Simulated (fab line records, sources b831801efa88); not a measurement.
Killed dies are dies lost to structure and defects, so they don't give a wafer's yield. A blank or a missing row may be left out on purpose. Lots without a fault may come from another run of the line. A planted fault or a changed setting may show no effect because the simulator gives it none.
One fault seen from 2 desks | flow gf180mcu | each desk has only its own numbers; what lay behind them comes last

THE TOOL OWNER'S DESK: iline_stepper-02
The tool's own readings at GF_MVSD_EXPOSE_04 (exposes mask MVSD, target cd 1000 nm): means of the sampled wafers that have a number, for each lot that ran on this tool. A lot is out of limits, marked OUT, if its mean lies more than 4 standard deviations from the usual mean; the brackets give that distance.
Columns: A = exposure_dose_mJ_cm2 at GF_MVSD_EXPOSE_04, usual 260.02
lot  | first seen here | A
L988 | day 4 10:45     | 259.92
L991 | day 5 04:08     | 259.91
L992 | day 5 08:05     | 259.96
L993 | day 5 14:03     | 259.69
L994 | day 5 19:20     | 280.28 (+72) OUT
L996 | day 6 08:45     | 280.05 (+72) OUT
L100 | day 7 06:51     | 279.70 (+70) OUT
L102 | day 7 17:10     | 279.99 (+71) OUT
This desk's finding: out of limits on L100, L102, L994, L996; first on L994, day 5 19:20 (exposure_dose_mJ_cm2 at GF_MVSD_EXPOSE_04). In limits: L988, L991, L992, L993.

THE METROLOGY DESK
What the gauges read, lot by lot, whatever tool the lot ran on: means of the sampled wafers that have a number. A lot is out of limits, marked OUT, if its mean lies more than 4 standard deviations from the usual mean; the brackets give that distance.
Columns: A = VT_IMPLANT_01_OVL at GF_VT_IMPLANT_OVL_MEAS_18, usual -0.3 nm; B = M2_OVL at GF_M2_OVL_MEAS_15, usual 0 nm
lot  | first seen here | A    | B
L988 | day 6 12:50     | 2.5  | 0
L989 | day 6 19:51     | -2.5 | -4
L991 | day 7 08:56     | -0.7 | 3
L992 | day 7 12:44     | 1.2  | 4
L993 | day 7 17:59     | -0.8 | -3
L994 | day 8 00:59     | 1.5  | -13
L995 | day 8 10:50     | -2.1 | -3
L996 | day 8 16:37     | 1.2  | -2
L999 | day 9 09:21     | -1.0 | 8
L100 | day 9 17:16     | -0.0 | 3
L102 | day 10 03:47    | -2.4 | 0
L105 | day 10 22:56    | -2.4 | -3
L110 | day 12 06:50    | 0.5  | 1
L109 | day 12 07:25    | -1.6 | 15
This desk's finding: nothing out of limits on any of the 14 lots.

PUT TOGETHER
The tool owner's desk could have raised an alarm at day 5 19:20, on L100, L102, L994, L996.
The metrology desk saw nothing out of limits.
The metrology desk has L100, L102, L994, L996 on record, within its limits.
Of the lots named, all ran GF_MVSD_EXPOSE_04 on iline_stepper-02.

WHAT THE SIMULATOR HAD PUT IN
Process parameter drift: iline_stepper-02, from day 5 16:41 on, at GF_MVSD_EXPOSE_04. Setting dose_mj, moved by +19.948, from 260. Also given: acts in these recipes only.
Lots struck among those shown: L100, L102, L994, L996.
Hours from the fault's start to each desk's first reading out of limits: the tool owner's desk, 3.
